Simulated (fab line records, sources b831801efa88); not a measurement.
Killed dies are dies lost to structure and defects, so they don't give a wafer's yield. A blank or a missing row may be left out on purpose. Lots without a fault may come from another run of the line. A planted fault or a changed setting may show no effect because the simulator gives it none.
Which tool did it? | flow sky130 | 6 lots, 18 wafers sampled, at 2 steps of a route of 708

WHAT THE GAUGES READ, wafer by wafer
SKY_LDD_HVP_TW_MEAS_10.
lot  | measured     | on            | LDD_HVP_TW
L658 | day 22 20:13 | film_metro-02 | 469 468 467
L664 | day 24 17:43 | film_metro-04 | 455 455 455
L665 | day 25 02:24 | film_metro-04 | 486 486 486
L671 | day 27 00:07 | film_metro-04 | 459 455 456
L674 | day 27 21:07 | film_metro-02 | 462 464 464
L677 | day 29 22:00 | film_metro-03 | 461 460 460

WHICH TOOL RAN EACH LOT (tool, then ch and the chambers of the sampled wafers, then the start)
lot  | SKY_LDD_HVP_IMPLANT_08
L658 | implanter-03 ch 0, day 22 19:58
L664 | implanter-04 ch 0, day 24 17:28
L665 | implanter-03 ch 0, day 25 02:09
L671 | implanter-04 ch 0, day 26 23:52
L674 | implanter-01 ch 0, day 27 20:54
L677 | implanter-04 ch 0, day 29 21:45
- SKY_LDD_HVP_IMPLANT_08

THE ANSWER, worked out from the rows above alone
Rule: what is usual is taken from the lots themselves. Put in order of their means at a reading, lots are off if they are a third of the lots or fewer, leave a main group of 4 or more, and stand apart from it by a gap of 3 or more times the standard deviation of the main group's means; of several such gaps the widest counts. A main group whose means are all the same, to the digits that the tables above print for the reading, isn't used. A lot without any number at a reading at which 4 lots or more have one is off too. The other lots that the step has rows for count as sound.
Off: L665, at SKY_LDD_HVP_TW_MEAS_10 (LDD_HVP_TW). The main group: mean 461, standard deviation 4.7.
A tool fits if, at a process step before that reading, it ran every lot that is off, and no sound lot after the first of them. The gauges at SKY_LDD_HVP_TW_MEAS_10 are tried like those tools. One fits: implanter-03 at SKY_LDD_HVP_IMPLANT_08. Its last sound lot is L658 (day 22 19:58), its first lot that is off L665 (day 25 02:09): a fault that began between those two fits.

WHAT THE SIMULATOR HAD PUT IN
Process parameter drift: implanter-03, from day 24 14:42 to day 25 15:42, at SKY_LDD_HVP_IMPLANT_08. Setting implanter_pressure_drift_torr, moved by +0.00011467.
Process parameter drift: implanter-03, from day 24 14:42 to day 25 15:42, at SKY_LDD_HVP_IMPLANT_08. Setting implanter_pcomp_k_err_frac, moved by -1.
Lots struck among those shown: L665. The rule above found the same.
